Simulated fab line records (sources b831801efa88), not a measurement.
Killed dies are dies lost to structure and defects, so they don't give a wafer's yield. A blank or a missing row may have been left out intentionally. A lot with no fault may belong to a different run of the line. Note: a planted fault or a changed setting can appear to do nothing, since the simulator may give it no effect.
Matching of chambers / flow gf180mcu / GF_CONTACT_ETCH_16 on rie diel-02 has 4 sister chambers
The step etches BARC in N2/H2. 4 wafers are shown with their chamber, then 12 later ones without.

== WAFERS WITH THEIR CHAMBER ==
wafer=L085.2; chamber=2; drypump motor current A (A)=5.10
wafer=L088.6; chamber=1; drypump motor current A (A)=5.68
wafer=L091.5; chamber=3; drypump motor current A (A)=5.35
wafer=L091.6; chamber=0; drypump motor current A (A)=5.34

== WAFERS MISSING THEIR CHAMBER ==
wafer=L092.1; drypump motor current A (A)=5.69
wafer=L092.4; drypump motor current A (A)=5.11
wafer=L092.6; drypump motor current A (A)=5.10
wafer=L093.1; drypump motor current A (A)=5.10
wafer=L093.5; drypump motor current A (A)=5.09
wafer=L093.6; drypump motor current A (A)=5.69
wafer=L094.1; drypump motor current A (A)=5.72
wafer=L094.3; drypump motor current A (A)=5.32
wafer=L094.4; drypump motor current A (A)=5.10
wafer=L097.2; drypump motor current A (A)=5.09
wafer=L097.3; drypump motor current A (A)=5.37
wafer=L097.4; drypump motor current A (A)=5.68

== EACH ONE'S CHAMBER ==
wafer=L092.1; from the rows above=1; in truth=1
wafer=L092.4; from the rows above=2; in truth=2
wafer=L092.6; from the rows above=2; in truth=2
wafer=L093.1; from the rows above=2; in truth=2
wafer=L093.5; from the rows above=2; in truth=2
wafer=L093.6; from the rows above=1; in truth=1
wafer=L094.1; from the rows above=1; in truth=1
wafer=L094.3; from the rows above=can't be placed: 0 or 3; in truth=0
wafer=L094.4; from the rows above=2; in truth=2
wafer=L097.2; from the rows above=2; in truth=2
wafer=L097.3; from the rows above=can't be placed: 3 or 0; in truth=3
wafer=L097.4; from the rows above=1; in truth=1
Correct placement for 10 of the 12. These rows do not allow placing 2 (true chamber among the candidates in 2). Wrongly placed: 0.
How it was worked out, from the rows above alone: a wafer's distance from a chamber is the root of the sum, over the readings, of the square of ((its reading less the chamber's mean) divided by the reading's scatter). The wafer belongs to the nearest chamber; if the next one is less than 2 further off, it can't be placed. The mean given for a chamber averages the wafers shown for that chamber. The scatter: root of mean squared gap, hidden wafer to nearest shown wafer, with one shown wafer a chamber.
